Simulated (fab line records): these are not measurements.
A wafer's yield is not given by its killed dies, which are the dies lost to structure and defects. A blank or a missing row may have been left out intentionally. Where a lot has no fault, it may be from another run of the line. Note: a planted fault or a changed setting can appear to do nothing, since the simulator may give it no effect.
A lot that was struck, set against a sound lot ; flow sky130 ; 27 out of 708 route steps
Sound: wafers L701.3, L701.4, L701.5. Wafers struck: L705.2, L705.4, L705.6. Last of all comes the cause.
For every step that has rows: the tool of each side, followed by ch and its chambers, followed by its first start. Under that, the readings that differ: sound wafers ; struck wafers ; difference of the means ; sigmas: that difference in standard deviations of wafers without a fault.
alike: readings whose means differ by less than 2 such deviations, and words and numbers that are the same on both sides. not compared: withheld readings, readings that some wafer has no value for, bounds like >300 that may hide the same value, and numbers for which the record gives no deviation and whose values overlap.
The two part at a step that has a row with sigmas, a row that says differs or no value, or rows on one side only. When numbers do not overlap yet have no deviation, they are printed without sigmas and do not part them. Lack of a reading on every wafer of one side parts them only where that side has two or more wafers.

SKY_FIELD_ISO_OXIDATION_01: stabilise 600 s, purge 300 s, target thk 12 nm.
  sound on furnace-01 ch 0, day 1 10:07; struck on furnace-02 ch 0, day 2 07:48
  alike: spike tc top C
SKY_FIELD_ISO_THK_MEAS_02:
  sound: film metro-01 at day 1 11:39; struck: film metro-03 at day 2 09:19
reading;sound;struck;difference;sigmas
FIELD_ISO_OXIDATION_00_THK (nm);11.94 11.71 11.82;19.36 19.82 19.38;+7.70;+38
then, 22 steps without rows for these wafers: SKY_FIELD_ISO_CVD_03 (deposits Si3N4 from DCS/NH3, target thk 165 nm, time 2830 s); SKY_FIELD_ISO_DEHYDRATE_05 (time 60 s); SKY_FIELD_ISO_HMDS_06 (prime time 60 s); SKY_FIELD_ISO_COAT_07 (resist thk 61.2 nm); SKY_FIELD_ISO_COAT_08 (resist thk 450 nm); SKY_FIELD_ISO_SOFTBAKE_09 (time 90 s); SKY_FIELD_ISO_EXPOSE_10 (exposes mask FOM, target cd 150 nm); SKY_FIELD_ISO_PEB_11; SKY_FIELD_ISO_DEVELOP_12 (develop time 60 s); SKY_FIELD_ISO_ETCH_14 (etches BARC in N2/H2, stops on SiO2, time 45.9 s, target depth 60 nm); SKY_FIELD_ISO_ETCH_15 (etches the open film in CHF3/O2, stops on Si, target depth 180 nm, time 72 s); SKY_FIELD_ISO_STRIP_16 (strips in O2/N2); SKY_FIELD_ISO_ETCH_17 (etches Si in HBr/Cl2/O2, target depth 342 nm, time 97.7 s); SKY_FIELD_ISO_WET_ETCH_18 (etches Si3N4 in H3PO4, target depth 25 nm, time 286 s); SKY_FIELD_ISO_CLEAN_19 (cleans in SC1/SC2, time 150 s); SKY_FIELD_ISO_CLEAN_20 (cleans in dHF, time 20 s); SKY_FIELD_ISO_WET_ETCH_21 (etches SiO2 in dHF, target depth 20 nm, time 400 s); SKY_FIELD_ISO_OXIDATION_22 (stabilise 600 s, purge 300 s, target thk 10 nm); SKY_FIELD_ISO_CVD_24 (deposits SiO2, target thk 595 nm, time 99.2 s); SKY_FIELD_ISO_ANNEAL_26 (time 1800 s); SKY_FIELD_ISO_CMP_27 (polishes, stops on Si3N4, t overpolish 16 s, target thk 457.8 nm); SKY_FIELD_ISO_WET_ETCH_28 (etches SiO2 in dHF, target depth 23.7 nm, time 47 s).
SKY_FIELD_ISO_WET_ETCH_29: etches Si3N4 in H3PO4, target depth 160 nm, time 1825 s.
  sound on wet bench-02 ch 3, day 2 16:40; struck on wet bench-03 ch 1, day 3 06:17
reading;sound;struck;difference;sigmas
model.SiO2_of_FIELD_ISO_OXIDATION_01.thk nm (nm);11.63 11.44 11.5;19.07 19.49 19.13;+7.71;
then, 1 step without rows for these wafers: SKY_FIELD_ISO_WET_ETCH_30 (etches SiO2 in dHF, target depth 25 nm, time 50 s).
-- the record jumps here: 43 days lie between the struck wafers' starts before and after (it left off in module FIELD_ISO and takes up again in module PAD_OPEN, whose first step shown is number 708 of the route) --
SKY_PAD_OPEN_PROBE_99:
  sound: prober-02 at day 45 20:55; struck: prober-01 at day 46 04:21
reading;sound;struck;difference;sigmas
model.etest.field n.vt v (V);36.17 36.22 36.08;36.7 36.92 36.29;+0.5;
model.etest.sram nfet pass.off log10 a um;-12.66 -12.76 -12.66;-13.3 -13.28 -13;-0.5;
model.etest.sram nfet pass.vt v (V);0.6723 0.6617 0.6658;0.7213 0.7287 0.6988;+0.0497;
model.etest.sram nfet pass.vt sat v (V);0.5677 0.5701 0.5648;0.6213 0.6272 0.5948;+0.0469;
  alike: killed_at_M0_to_M3, killed_at_M4_up, killed at contacts, killed at front end, killed at other, killed dies, killed on rim, killed open, killed short
  not compared: model.etest.pfet_16v.r on ohm um, model.etest.diode ndiff fingers.leak log10 a cm2, model.etest.diode pdiff fingers.leak log10 a cm2

## WHERE THEY PART
Only at SKY_FIELD_ISO_THK_MEAS_02, as far as this record shows. Later steps at which nothing parts them and some readings are alike: SKY_PAD_OPEN_PROBE_99.

WHY: what the simulator had put in
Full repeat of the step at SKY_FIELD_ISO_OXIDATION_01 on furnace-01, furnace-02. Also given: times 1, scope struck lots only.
